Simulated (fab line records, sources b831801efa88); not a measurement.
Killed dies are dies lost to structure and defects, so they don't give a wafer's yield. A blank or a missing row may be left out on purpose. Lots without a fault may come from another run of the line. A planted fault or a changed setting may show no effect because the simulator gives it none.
A struck lot beside a sound one | flow sky130 | 43 steps out of a route of 708
Sound: wafers L473.1, L473.3, L473.6. Struck: wafer L484.1. (L484.3, L484.6 of the same lot were not struck and are left out.) The cause comes at the end.
At each step with rows: each side's tool, then ch and its chambers, then its first start. Under that, the readings that differ: sound wafers | struck wafers | difference of the means | sigmas: that difference in standard deviations of wafers without a fault.
alike: readings whose means differ by less than 2 such deviations, and words and numbers that are the same on both sides. not compared: withheld readings, readings that some wafer has no value for, bounds like >300 that may hide the same value, and numbers for which the record gives no deviation and whose values overlap.
The two part at a step that has a row with sigmas, a row that says differs or no value, or rows on one side only. Numbers that don't overlap but have no deviation are shown without sigmas and don't part them. A reading that every wafer of one side lacks parts them only if that side has two wafers or more.

first, 8 steps without rows for these wafers: SKY_LOCAL_INTERCONNECT_DEHYDRATE_03 (time 60 s); SKY_LOCAL_INTERCONNECT_HMDS_04 (prime time 60 s); SKY_LOCAL_INTERCONNECT_COAT_05 (resist thk 60 nm); SKY_LOCAL_INTERCONNECT_COAT_06 (resist thk 442.9 nm); SKY_LOCAL_INTERCONNECT_SOFTBAKE_07 (time 90 s); SKY_LOCAL_INTERCONNECT_EXPOSE_08 (exposes mask LI1M, target cd 170 nm); SKY_LOCAL_INTERCONNECT_PEB_09; SKY_LOCAL_INTERCONNECT_DEVELOP_10 (develop time 60 s).
SKY_LOCAL_INTERCONNECT_CD_MEAS_11: target cd 170 nm.
  sound on cd_sem-02, day 30 22:01; struck on cd_sem-01, day 35 11:20
  alike: cd_nm
SKY_LOCAL_INTERCONNECT_OVL_MEAS_12:
  sound on overlay-01, day 30 22:08; struck on overlay-02, day 35 11:27
  alike: LOCAL_INTERCONNECT_OVL
SKY_LOCAL_INTERCONNECT_ETCH_13: etches BARC in N2/H2, stops on SiO2, time 45.9 s, target depth 60 nm.
  sound on rie_metal-03 ch 0,1, day 30 22:10; struck on rie_metal-03 ch 1, day 35 11:29
  reading                | sound                | struck | difference | sigmas
  throttle_valve_pct (%) | 13.210 13.210 13.205 | 13.230 | +0.022     | +2
  alike: drypump_motor_current_A, n2_flow_sccm, oes_product_au
  not compared: rf_hours_counter_h
then, 1 step without rows for these wafers: SKY_LOCAL_INTERCONNECT_METAL_ETCH_14 (etches TiN in Cl2/BCl3, stops on PSG, target depth 110 nm, time 31.4 s).
SKY_LOCAL_INTERCONNECT_STRIP_15: strips in O2/N2.
  sound on plasma_asher-01 ch 0,1, day 30 22:17; struck on plasma_asher-03 ch 1, day 35 11:36
  alike: drypump_motor_current_A, n2_flow_sccm, oes_product_au, strip_time_to_endpoint_s
  not compared: rf_hours_counter_h
then, 3 steps without rows for these wafers: SKY_LOCAL_INTERCONNECT_STRIP_16 (strips in post etch residue remover, time 1200 s); SKY_LOCAL_INTERCONNECT_CLEAN_17 (cleans in IPA, time 180 s); SKY_LOCAL_INTERCONNECT_CLEAN_18 (cleans in O3/DIW).
SKY_CONTACT_CVD_00: deposits Si3N4, target thk 75 nm.
  sound on pecvd-04 ch 0,2, day 30 22:55; struck on pecvd-02 ch 0, day 35 12:12
  alike: heater_power_w
SKY_CONTACT_THK_MEAS_01:
  sound on film_metro-01, day 30 22:58; struck on film_metro-03, day 35 12:15
  reading                 | sound          | struck | difference | sigmas
  CONTACT_CVD_00_THK (nm) | 75.8 76.6 76.0 | 74.0   | -2.1       | -2
then, 1 step without rows for these wafers: SKY_CONTACT_HDPCVD_02 (deposits SiO2, target thk 565 nm, time 94.2 s).
SKY_CONTACT_THK_MEAS_03:
  sound on film_metro-03, day 30 23:05; struck on film_metro-01, day 35 12:23
  alike: CONTACT_HDPCVD_THK
then, 1 step without rows for these wafers: SKY_CONTACT_CMP_04 (polishes SiO2).
SKY_CONTACT_BOW_MEAS_05:
  sound on film_metro-04, day 30 23:27; struck on film_metro-01, day 35 12:44
  alike: CONTACT_BOW
then, 8 steps without rows for these wafers: SKY_CONTACT_DEHYDRATE_06 (time 60 s); SKY_CONTACT_HMDS_07 (prime time 60 s); SKY_CONTACT_COAT_08 (resist thk 60 nm); SKY_CONTACT_COAT_09 (resist thk 450 nm); SKY_CONTACT_SOFTBAKE_10 (time 90 s); SKY_CONTACT_EXPOSE_11 (exposes mask CTM1, target cd 170 nm); SKY_CONTACT_PEB_12; SKY_CONTACT_DEVELOP_13 (develop time 60 s).
SKY_CONTACT_CD_MEAS_14: target cd 170 nm.
  sound on cd_sem-01, day 32 03:05; struck on cd_sem-02, day 36 14:41
  alike: cd_nm
SKY_CONTACT_OVL_MEAS_15:
  sound on overlay-01, day 32 03:13; struck on overlay-02, day 36 14:49
  alike: CONTACT_OVL
SKY_CONTACT_ETCH_16: etches BARC in N2/H2, stops on SiO2, time 45.9 s, target depth 60 nm.
  sound on rie_diel-02 ch 0,2, day 32 03:15; struck on rie_diel-04 ch 2, day 36 14:51
  reading                     | sound       | struck | difference | sigmas
  drypump_motor_current_A (A) | 6.4 5.9 5.9 | 4.9    | -1.2       | -3
  alike: n2_flow_sccm, oes_product_au, throttle_valve_pct
  not compared: rf_hours_counter_h
then, 1 step without rows for these wafers: SKY_CONTACT_ETCH_17 (etches SiO2 in C4F8/O2/Ar, stops on Si3N4, target depth 340 nm).
SKY_CONTACT_ETCH_18: etches Si3N4 in CHF3/O2, stops on TiN, time 39 s, target depth 75 nm.
  sound on rie_diel-02 ch 0,2; struck on rie_diel-04 ch 2
  reading                     | sound       | struck | difference | sigmas
  drypump_motor_current_A (A) | 6.4 5.9 5.9 | 4.9    | -1.2       | -3
  alike: O2_flow_sccm, oes_product_au, throttle_valve_pct
  not compared: rf_hours_counter_h
then, 4 steps without rows for these wafers: SKY_CONTACT_STRIP_19 (strips in O2/N2); SKY_CONTACT_STRIP_20 (strips in post etch residue remover, time 1200 s); SKY_CONTACT_CLEAN_21 (cleans in IPA, time 180 s); SKY_CONTACT_CLEAN_22 (cleans in O3/DIW).
SKY_CONTACT_SPUTTER_23: material TiN, target thk 20 nm, time 80 s.
  sound on pvd_sputter-01, day 32 03:59; struck on pvd_sputter-01, day 36 15:36
  alike: throttle_valve_pct
then, 1 step without rows for these wafers: SKY_CONTACT_CVD_24 (deposits W, target thk 340 nm, time 102.12 s).
SKY_CONTACT_RS_MEAS_25: measures by four-point-probe.
  sound on film_metro-03, day 32 04:09; struck on film_metro-03, day 36 15:47
  alike: CONTACT_W_RS
-- the record jumps here: 13 days lie between the struck wafers' starts before and after (it left off in module CONTACT and takes up again in module PAD_OPEN, whose first step shown is number 708 of the route) --
SKY_PAD_OPEN_PROBE_99:
  the record has rows for the struck wafers here (prober-02, day 49 10:40) and none for the sound ones

WHERE THEY PART
First at SKY_LOCAL_INTERCONNECT_ETCH_13; last, within this record, at SKY_PAD_OPEN_PROBE_99.

WHY: what the simulator had put in
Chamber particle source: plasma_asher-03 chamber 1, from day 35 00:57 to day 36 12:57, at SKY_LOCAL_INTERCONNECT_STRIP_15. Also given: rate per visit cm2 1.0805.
